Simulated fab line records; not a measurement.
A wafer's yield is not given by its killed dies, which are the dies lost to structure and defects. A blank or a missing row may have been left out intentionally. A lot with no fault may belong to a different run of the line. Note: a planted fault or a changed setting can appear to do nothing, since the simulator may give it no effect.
Which tool did it? + flow gf180mcu + 39 wafers sampled from 13 lots at 1 step of a route of 602

WHAT EACH GAUGE READ, for each wafer
GF_V1_CD_MEAS_14 targets a cd of 260 nm. Usual: cd_nm 260.0 nm, standard deviation 1.
| lot  | measured     | on        | cd_nm (nm)        | flag |
|------|--------------|-----------|-------------------|------|
| L961 | day 18 08:37 | cd_sem-01 | 259.4 260.4 260.2 |      |
| L962 | day 19 01:56 | cd_sem-01 | 259.3 259.4 260.3 |      |
| L963 | day 19 08:40 | cd_sem-01 | 258.9 258.8 259.0 |      |
| L964 | day 20 00:13 | cd_sem-02 | 260.4 259.8 260.0 |      |
| L966 | day 20 13:00 | cd_sem-01 | 259.3 259.5 259.9 |      |
| L968 | day 21 02:26 | cd_sem-01 | 258.9 259.6 258.3 |      |
| L969 | day 21 19:47 | cd_sem-01 | 259.1 261.5 260.3 |      |
| L971 | day 22 09:41 | cd_sem-02 | 261.0 261.3 261.3 |      |
| L973 | day 23 05:25 | cd_sem-01 | 259.2 258.3 259.2 |      |
| L974 | day 23 08:19 | cd_sem-01 | 259.6 259.1 258.9 |      |
| L975 | day 23 19:04 | cd_sem-02 | 260.4 259.8 261.2 |      |
| L982 | day 25 20:05 | cd_sem-02 | 260.7 260.7 260.6 |      |
| L983 | day 26 07:50 | cd_sem-02 | 261.0 260.1 261.5 |      |

WHICH TOOL RAN EACH LOT (tool, then ch and the chambers of the sampled wafers, then the start)
Before these readings, the record contains no process step.

AS READ BY THE TOOLS THEMSELVES (means over the sampled wafers that have a number; for cases with no such wafer, the mark the record gives instead)
The record holds no such reading with a usual standard deviation.

THE ANSWER, worked out from the rows above alone
Rule: take the mean of a lot's wafers that have a number; if it is more than 3 standard deviations from the usual mean, the lot is off. Also off: a lot with no number at a reading for which 4 or more lots have one. All remaining lots with rows at the step are treated as sound. After the gauges, taken in route order, come the tools' own readings; for these a lot's mean is taken, as printed above. The first step at which some lot is off is used, and at that step the reading that is off furthest; a lot without a number counts as furthest.
No lot is off at any reading shown: from this, nothing can be told.

WHAT THE SIMULATOR HAD PUT IN
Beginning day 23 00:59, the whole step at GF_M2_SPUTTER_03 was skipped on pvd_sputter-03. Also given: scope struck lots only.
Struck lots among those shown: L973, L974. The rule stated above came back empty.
